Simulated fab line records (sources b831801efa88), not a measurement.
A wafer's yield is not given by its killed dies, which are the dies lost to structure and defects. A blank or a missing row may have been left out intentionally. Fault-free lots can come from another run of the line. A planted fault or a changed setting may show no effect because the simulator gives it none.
Which tool is to blame?	flow sky130	13 lots, 39 wafers sampled, at 4 steps of a route of 708

WHAT THE GAUGES SHOWED, per wafer
SKY_SONOS_TUNNEL_TW_MEAS_12. Usual: SONOS_TUNNEL_TW typically reads 196.9, with standard deviation 1.2.
lot	measured	on	SONOS_TUNNEL_TW	flag
L623	day 11 15:46	film_metro-01	199.2 200.1 200.7	
L624	day 12 02:29	film_metro-01	198.6 197.4 198.7	
L628	day 13 03:59	film_metro-04	197.6 196.9 196.4	
L631	day 14 06:33	film_metro-01	198.0 197.7 197.5	
L633	day 14 19:31	film_metro-04	226.8 225.5 226.4	OFF
L634	day 15 05:22	film_metro-04	226.1 225.6 225.2	OFF
L635	day 15 08:26	film_metro-04	195.8 196.3 196.0	
L637	day 16 05:13	film_metro-02	196.6 196.5 197.1	
L640	day 17 01:07	film_metro-02	196.0 195.6 196.8	
L641	day 17 04:09	film_metro-02	196.2 196.1 196.3	
L643	day 18 03:11	film_metro-01	195.6 195.8 196.1	
L645	day 18 18:49	film_metro-04	194.8 195.8 196.0	
L646	day 19 00:20	film_metro-04	197.0 196.3 198.6	

SKY_CONTACT_THK_MEAS_01. Usual: CONTACT_CVD_00_THK typically reads 75.3 nm, with standard deviation 1.1.
lot	measured	on	CONTACT_CVD_00_THK (nm)	flag
L623	day 30 17:38	film_metro-01	74.7 76.7 76.7	
L624	day 31 07:11	film_metro-03	72.8 75.9 76.9	
L628	day 32 10:38	film_metro-01	75.7 75.7 77.5	
L631	day 33 12:56	film_metro-03	75.4 76.0 76.7	
L634	day 34 04:59	film_metro-01	75.7 77.2 76.4	
L635	day 34 11:17	film_metro-03	75.3 76.1 76.0	
L637	day 35 08:17	film_metro-03	73.3 74.4 75.0	
L640	day 36 01:39	film_metro-01	74.8 75.3 75.8	
L641	day 36 04:25	film_metro-01	73.5 77.5 76.3	
L643	day 36 22:00	film_metro-03	74.9 75.4 77.2	
L645	day 37 19:35	film_metro-04	75.4 76.0 75.7	
L646	day 37 21:22	film_metro-04	74.8 74.0 74.0	

WHICH TOOL RAN EACH LOT (tool, then ch and the chambers of the sampled wafers, then the start)
lot	SKY_SONOS_TUNNEL_IMPLANT_09	SKY_RES_PROTECT_STRIP_07
L623	implanter-01 ch 0, day 11 15:21	plasma_asher-02 ch 0,1, day 15 13:21
L624	implanter-04 ch 0, day 12 02:06	plasma_asher-02 ch 0,1, day 16 01:47
L628	implanter-01 ch 0, day 13 03:34	plasma_asher-04 ch 0,1, day 17 03:08
L631	implanter-01 ch 0, day 14 06:08	plasma_asher-03 ch 0,1, day 18 09:38
L633	implanter-01 ch 0, day 14 19:05	-
L634	implanter-01 ch 0, day 15 04:58	plasma_asher-02 ch 0,1, day 19 06:41
L635	implanter-02 ch 0, day 15 08:01	plasma_asher-03 ch 1, day 19 11:00
L637	implanter-02 ch 0, day 16 04:49	plasma_asher-04 ch 0,1, day 20 12:56
L640	implanter-02 ch 0, day 17 00:44	plasma_asher-02 ch 0,1, day 21 09:40
L641	implanter-04 ch 0, day 17 03:44	plasma_asher-04 ch 0,1, day 21 11:09
L643	implanter-02 ch 0, day 18 02:36	plasma_asher-03 ch 0,1, day 22 09:53
L645	implanter-02 ch 0, day 18 18:25	plasma_asher-02 ch 0,1, day 23 00:08
L646	implanter-01 ch 0, day 18 23:55	plasma_asher-04 ch 0,1, day 23 09:36
- SKY_SONOS_TUNNEL_IMPLANT_09
- SKY_RES_PROTECT_STRIP_07: strips in O2/N2.

WHAT THE TOOLS THEMSELVES READ (means of the sampled wafers that have a number; where no wafer has one, the mark that the record gives instead)
SKY_SONOS_TUNNEL_IMPLANT_09. Usual: dose_ions_cm2 1e+12, standard deviation 1.1e+09; faraday_current_uA 5.64, standard deviation 0.11.
lot	tool	dose_ions_cm2	faraday_current_uA	flag
L623	implanter-01	1e+12	5.71	
L624	implanter-04	1e+12	5.65	
L628	implanter-01	1e+12	5.65	
L631	implanter-01	1e+12	5.79	
L633	implanter-01	2e+12	9.21	OFF
L634	implanter-01	2e+12	9.14	OFF
L635	implanter-02	1e+12	5.62	
L637	implanter-02	1e+12	5.63	
L640	implanter-02	1e+12	5.58	
L641	implanter-04	1e+12	5.56	
L643	implanter-02	1e+12	5.57	
L645	implanter-02	1e+12	5.55	
L646	implanter-01	1e+12	5.73	

SKY_RES_PROTECT_STRIP_07. Usual: drypump_motor_current_A 5.63 A, standard deviation 0.26; oes_product_au 0.517 a.u., standard deviation 0.0046; strip_time_to_endpoint_s 23.30 s, standard deviation 0.042.
lot	tool	drypump_motor_current_A (A)	oes_product_au (a.u.)	strip_time_to_endpoint_s (s)	flag
L623	plasma_asher-02	5.81	0.515	23.34	
L624	plasma_asher-02	5.83	0.518	23.34	
L628	plasma_asher-04	5.27	0.518	23.37	
L631	plasma_asher-03	5.56	0.517	23.25	
L634	plasma_asher-02	5.81	0.515	23.26	
L635	plasma_asher-03	5.55	0.511	23.39	
L637	plasma_asher-04	5.45	0.517	23.29	
L640	plasma_asher-02	5.81	0.521	23.28	
L641	plasma_asher-04	5.42	0.515	23.27	
L643	plasma_asher-03	5.54	0.512	23.25	
L645	plasma_asher-02	5.91	0.521	23.30	
L646	plasma_asher-04	5.29	0.517	23.29	

THE ANSWER, worked out from the rows above alone
Rule: take the mean of a lot's wafers that have a number; if it is more than 3 standard deviations from the usual mean, the lot is off. Also off: a lot with no number at a reading for which 4 or more lots have one. Any other lot the step has rows for is counted as sound. After the gauges, taken in route order, come the tools' own readings; for these a lot's mean is taken, as printed above. The first step at which some lot is off is used, and at that step the reading that is off furthest; a lot without a number counts as furthest.
Off: L633, L634, seen at SKY_SONOS_TUNNEL_TW_MEAS_12 (SONOS_TUNNEL_TW).
A tool fits if, at a process step before that reading, it ran every lot that is off, and no sound lot after the first of them. The gauges at SKY_SONOS_TUNNEL_TW_MEAS_12 aren't tried: what is off there is off at SKY_SONOS_TUNNEL_IMPLANT_09 too, on other tools, and a gauge's error can't cause that. None of those tried fits.

WHAT THE SIMULATOR PUT IN
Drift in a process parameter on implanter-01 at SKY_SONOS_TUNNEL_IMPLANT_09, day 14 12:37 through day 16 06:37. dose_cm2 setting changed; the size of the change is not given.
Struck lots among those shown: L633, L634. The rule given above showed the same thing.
